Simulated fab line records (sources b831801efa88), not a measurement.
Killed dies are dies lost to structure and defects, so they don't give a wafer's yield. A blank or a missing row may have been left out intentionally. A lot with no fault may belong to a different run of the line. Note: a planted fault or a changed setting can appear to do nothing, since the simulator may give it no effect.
Which tool did it? / flow gf180mcu / 14 lots with 42 wafers sampled at 4 steps, on a route of 602 steps

== WHAT THE GAUGES SHOWED, per wafer ==
GF_V4_THK_MEAS_25: measures by xrf.
lot=L600; measured=day 24 11:45; on=film metro-04; V4_W_THK (nm)=341 337 342
lot=L601; measured=day 24 18:26; on=film metro-01; V4_W_THK (nm)=346 352 345
lot=L603; measured=day 25 12:13; on=film metro-04; V4_W_THK (nm)=340 340 341
lot=L604; measured=day 25 17:50; on=film metro-04; V4_W_THK (nm)=337 342 334
lot=L605; measured=day 26 05:18; on=film metro-02; V4_W_THK (nm)=346 344 344
lot=L606; measured=day 26 13:23; on=film metro-04; V4_W_THK (nm)=336 338 338
lot=L607; measured=day 26 18:47; on=film metro-02; V4_W_THK (nm)=342 342 342
lot=L609; measured=day 27 10:44; on=film metro-04; V4_W_THK (nm)=344 347 346
lot=L613; measured=day 28 19:11; on=film metro-04; V4_W_THK (nm)=343 344 347
lot=L614; measured=day 28 23:42; on=film metro-04; V4_W_THK (nm)=343 336 340
lot=L615; measured=day 29 02:49; on=film metro-04; V4_W_THK (nm)=346 346 342
lot=L616; measured=day 29 14:43; on=film metro-04; V4_W_THK (nm)=346 342 342
lot=L621; measured=day 30 20:30; on=film metro-04; V4_W_THK (nm)=341 346 344
lot=L622; measured=day 31 02:55; on=film metro-01; V4_W_THK (nm)=341 340 342

GF_MIM_THK_MEAS_11: measures by xrf.
lot=L600; measured=day 24 12:40; on=film metro-03; MIM_ALCU_THK (nm)=202.2 200.0 200.9
lot=L601; measured=day 24 19:19; on=film metro-04; MIM_ALCU_THK (nm)=200.5 201.3 198.7
lot=L603; measured=day 25 13:06; on=film metro-04; MIM_ALCU_THK (nm)=201.2 201.7 200.9
lot=L604; measured=day 25 18:44; on=film metro-01; MIM_ALCU_THK (nm)=201.3 198.9 199.0
lot=L605; measured=day 26 06:11; on=film metro-03; MIM_ALCU_THK (nm)=198.4 198.2 200.3
lot=L606; measured=day 26 14:16; on=film metro-01; MIM_ALCU_THK (nm)=202.3 199.9 199.8
lot=L607; measured=day 26 19:41; on=film metro-01; MIM_ALCU_THK (nm)=201.1 202.5 199.9
lot=L609; measured=day 27 11:38; on=film metro-03; MIM_ALCU_THK (nm)=199.9 199.3 200.9
lot=L613; measured=day 28 20:05; on=film metro-04; MIM_ALCU_THK (nm)=201.0 199.3 204.1
lot=L614; measured=day 29 00:35; on=film metro-04; MIM_ALCU_THK (nm)=199.1 199.7 199.6
lot=L615; measured=day 29 03:43; on=film metro-03; MIM_ALCU_THK (nm)=197.2 196.6 197.2
lot=L616; measured=day 29 15:37; on=film metro-01; MIM_ALCU_THK (nm)=201.0 201.7 198.4
lot=L621; measured=day 30 21:23; on=film metro-01; MIM_ALCU_THK (nm)=200.8 203.2 201.1
lot=L622; measured=day 31 03:50; on=film metro-01; MIM_ALCU_THK (nm)=198.6 202.0 198.7

== WHICH TOOL RAN EACH LOT (tool, then ch and the chambers of the sampled wafers, then the start) ==
lot=L600; GF_M3_SPUTTER_02=pvd sputter-02, day 20 08:09; GF_MIM_SPUTTER_02=pvd sputter-02, day 24 12:14
lot=L601; GF_M3_SPUTTER_02=pvd sputter-02, day 20 16:24; GF_MIM_SPUTTER_02=pvd sputter-04, day 24 18:54
lot=L603; GF_M3_SPUTTER_02=pvd sputter-04, day 21 12:07; GF_MIM_SPUTTER_02=pvd sputter-03, day 25 12:41
lot=L604; GF_M3_SPUTTER_02=pvd sputter-02, day 21 19:17; GF_MIM_SPUTTER_02=pvd sputter-03, day 25 18:20
lot=L605; GF_M3_SPUTTER_02=pvd sputter-04, day 22 08:01; GF_MIM_SPUTTER_02=pvd sputter-03, day 26 05:47
lot=L606; GF_M3_SPUTTER_02=pvd sputter-04, day 22 17:31; GF_MIM_SPUTTER_02=pvd sputter-02, day 26 13:52
lot=L607; GF_M3_SPUTTER_02=pvd sputter-02, day 22 22:46; GF_MIM_SPUTTER_02=pvd sputter-02, day 26 19:17
lot=L609; GF_M3_SPUTTER_02=pvd sputter-02, day 23 16:38; GF_MIM_SPUTTER_02=pvd sputter-02, day 27 11:13
lot=L613; GF_M3_SPUTTER_02=pvd sputter-04, day 25 03:50; GF_MIM_SPUTTER_02=pvd sputter-04, day 28 19:40
lot=L614; GF_M3_SPUTTER_02=pvd sputter-02, day 25 10:14; GF_MIM_SPUTTER_02=pvd sputter-04, day 29 00:10
lot=L615; GF_M3_SPUTTER_02=pvd sputter-02, day 25 12:26; GF_MIM_SPUTTER_02=pvd sputter-04, day 29 03:17
lot=L616; GF_M3_SPUTTER_02=pvd sputter-02, day 26 02:56; GF_MIM_SPUTTER_02=pvd sputter-03, day 29 15:13
lot=L621; GF_M3_SPUTTER_02=pvd sputter-04, day 27 10:22; GF_MIM_SPUTTER_02=pvd sputter-03, day 30 20:58
lot=L622; GF_M3_SPUTTER_02=pvd sputter-03, day 27 17:04; GF_MIM_SPUTTER_02=pvd sputter-04, day 31 03:24
- GF_M3_SPUTTER_02: material AlCu, target thk 450 nm, time 23.9 s.
- GF_MIM_SPUTTER_02: material AlCu, target thk 450 nm, time 23.9 s.

== AS READ BY THE TOOLS THEMSELVES (means over the sampled wafers that have a number; for cases with no such wafer, the mark the record gives instead) ==
GF_M3_SPUTTER_02.
lot=L600; tool=pvd sputter-02; throttle valve pct (%)=29.1
lot=L601; tool=pvd sputter-02; throttle valve pct (%)=30.1
lot=L603; tool=pvd sputter-04; throttle valve pct (%)=30.8
lot=L604; tool=pvd sputter-02; throttle valve pct (%)=29.4
lot=L605; tool=pvd sputter-04; throttle valve pct (%)=30.7
lot=L606; tool=pvd sputter-04; throttle valve pct (%)=30.6
lot=L607; tool=pvd sputter-02; throttle valve pct (%)=29.6
lot=L609; tool=pvd sputter-02; throttle valve pct (%)=29.0
lot=L613; tool=pvd sputter-04; throttle valve pct (%)=30.3
lot=L614; tool=pvd sputter-02; throttle valve pct (%)=28.9
lot=L615; tool=pvd sputter-02; throttle valve pct (%)=29.7
lot=L616; tool=pvd sputter-02; throttle valve pct (%)=29.7
lot=L621; tool=pvd sputter-04; throttle valve pct (%)=30.8
lot=L622; tool=pvd sputter-03; throttle valve pct (%)=30.1

GF_MIM_SPUTTER_02.
lot=L600; tool=pvd sputter-02; throttle valve pct (%)=29.3
lot=L601; tool=pvd sputter-04; throttle valve pct (%)=30.1
lot=L603; tool=pvd sputter-03; throttle valve pct (%)=29.8
lot=L604; tool=pvd sputter-03; throttle valve pct (%)=30.6
lot=L605; tool=pvd sputter-03; throttle valve pct (%)=30.1
lot=L606; tool=pvd sputter-02; throttle valve pct (%)=28.9
lot=L607; tool=pvd sputter-02; throttle valve pct (%)=28.9
lot=L609; tool=pvd sputter-02; throttle valve pct (%)=29.5
lot=L613; tool=pvd sputter-04; throttle valve pct (%)=30.7
lot=L614; tool=pvd sputter-04; throttle valve pct (%)=30.5
lot=L615; tool=pvd sputter-04; throttle valve pct (%)=31.1
lot=L616; tool=pvd sputter-03; throttle valve pct (%)=30.2
lot=L621; tool=pvd sputter-03; throttle valve pct (%)=29.9
lot=L622; tool=pvd sputter-04; throttle valve pct (%)=30.6

== THE ANSWER, worked out from the rows above alone ==
Rule: what is usual is taken from the lots themselves. The widest of any qualifying gaps counts: lots, ordered by their means at a reading, are off when they make up no more than a third of the lots, leave a main group of 4 or more, and stand apart from it by 3 or more times the standard deviation of that group's means. If all means in a main group match to the digits the tables above print for the reading, that group is not used. Also off: a lot with no number at a reading for which 4 or more lots have one. Where the step has rows for the other lots, those lots are counted as sound. Order of review: gauges by route order, followed by the tools' own readings, for which a lot's mean as printed above is used. The first step at which some lot is off is used, and at that step the reading that is off furthest; a lot without a number counts as furthest.
None of the lots is off at any reading shown; this tells nothing.

== WHAT THE SIMULATOR PUT IN ==
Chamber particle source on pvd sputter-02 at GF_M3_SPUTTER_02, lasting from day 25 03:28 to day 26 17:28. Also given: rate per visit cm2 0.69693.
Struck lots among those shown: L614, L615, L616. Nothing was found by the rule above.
